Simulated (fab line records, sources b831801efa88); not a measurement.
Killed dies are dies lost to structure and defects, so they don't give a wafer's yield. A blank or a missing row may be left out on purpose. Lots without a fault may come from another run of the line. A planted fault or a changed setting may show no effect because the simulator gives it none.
Which tool did it? | flow gf180mcu | 14 lots, 42 wafers sampled, at 1 step of a route of 602

WHAT THE GAUGES READ, wafer by wafer
GF_SAB_CD_MEAS_09: target cd 420 nm. Usual: cd_nm 419.8 nm, standard deviation 2.1.
lot  | measured     | on        | cd_nm (nm)        | flag
L215 | day 15 08:32 | cd_sem-02 | 422.5 421.5 421.9 |
L216 | day 15 19:08 | cd_sem-02 | 419.0 418.6 418.0 |
L219 | day 16 23:40 | cd_sem-02 | 419.7 418.3 419.4 |
L220 | day 17 07:50 | cd_sem-02 | 420.0 421.0 419.7 |
L222 | day 17 15:50 | cd_sem-01 | 421.3 420.0 420.0 |
L223 | day 18 07:51 | cd_sem-01 | 417.9 419.8 419.2 |
L225 | day 19 01:05 | cd_sem-01 | 422.9 423.8 422.8 |
L226 | day 19 09:30 | cd_sem-02 | 417.8 418.0 416.9 |
L227 | day 19 13:37 | cd_sem-01 | 420.2 417.4 419.4 |
L230 | day 20 15:53 | cd_sem-01 | 420.1 419.1 418.0 |
L231 | day 20 23:16 | cd_sem-01 | 414.6 414.4 416.9 |
L232 | day 21 10:07 | cd_sem-02 | 421.4 423.4 421.7 |
L237 | day 22 20:46 | cd_sem-02 | 419.9 423.0 422.0 |
L238 | day 23 04:23 | cd_sem-01 | 423.0 421.9 423.4 |

WHICH TOOL RAN EACH LOT (tool, then ch and the chambers of the sampled wafers, then the start)
The record holds no process step before these readings.

WHAT THE TOOLS THEMSELVES READ (means of the sampled wafers that have a number; where no wafer has one, the mark that the record gives instead)
The record holds no such reading with a usual standard deviation.

THE ANSWER, worked out from the rows above alone
Rule: a lot is off if the mean of its wafers that have a number lies more than 3 standard deviations from the usual mean. A lot without any number at a reading at which 4 lots or more have one is off too. The other lots that the step has rows for count as sound. The gauges are gone through in route order, then the tools' own readings, and for those a lot's mean is taken as printed above. The first step at which some lot is off is used, and at that step the reading that is off furthest; a lot without a number counts as furthest.
No lot is off at any reading shown: from this, nothing can be told.

WHAT THE SIMULATOR HAD PUT IN
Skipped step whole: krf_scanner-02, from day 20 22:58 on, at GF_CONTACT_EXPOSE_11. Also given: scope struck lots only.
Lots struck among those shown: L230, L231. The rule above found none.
